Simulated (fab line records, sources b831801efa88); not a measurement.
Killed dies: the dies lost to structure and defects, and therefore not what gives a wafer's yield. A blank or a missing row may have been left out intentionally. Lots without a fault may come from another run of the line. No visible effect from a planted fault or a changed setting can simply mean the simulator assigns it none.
2 desks, one fault	flow sky130	numbers are kept per desk, each desk with only its own; the story behind them comes last

FOR THE TOOL OWNER'S DESK: pvd sputter-02
The tool's own readings at SKY_METAL5_SPUTTER_04 (material TiN, target thk 70 nm, time 58.3 s): means of the sampled wafers that have a number, for each lot that ran on this tool. If a lot's mean is further than 4 standard deviations from the usual mean, the lot is out of limits and carries the mark OUT (the distance appears in the brackets).
Columns: A = throttle valve pct at SKY_METAL5_SPUTTER_04, usual 30.0 %
lot	first seen here	A
L114	day 42 17:08	30.5
L118	day 44 03:11	30.5
L119	day 44 09:40	30.5
L121	day 44 18:24	29.6
L122	day 45 05:33	30.6
L126	day 46 03:52	30.7
L127	day 46 07:10	30.5
This desk's verdict: no lot among the 7 shows anything out of limits.

THE METROLOGY DESK
What the gauges read, lot by lot, whatever tool the lot ran on: means of the sampled wafers that have a number. If a lot's mean is further than 4 standard deviations from the usual mean, the lot is out of limits and carries the mark OUT (the distance appears in the brackets).
Columns: A = VIA2_W_THK at SKY_VIA2_THK_MEAS_23, usual 435 nm
lot	first seen here	A
L113	day 35 23:26	435
L114	day 36 02:59	435
L115	day 36 22:16	435
L117	day 37 12:09	436
L118	day 37 20:08	429
L119	day 38 04:32	438
L120	day 38 11:08	442
L121	day 38 12:35	433
L122	day 39 06:49	428
L126	day 40 03:46	430
L127	day 40 09:49	438
L135	day 43 02:51	438
This desk's verdict: no lot among the 12 shows anything out of limits.

BROUGHT TOGETHER
The tool owner's desk saw nothing out of limits.
From the metrology desk's view, nothing was out of limits.

WHAT THE SIMULATOR PUT IN
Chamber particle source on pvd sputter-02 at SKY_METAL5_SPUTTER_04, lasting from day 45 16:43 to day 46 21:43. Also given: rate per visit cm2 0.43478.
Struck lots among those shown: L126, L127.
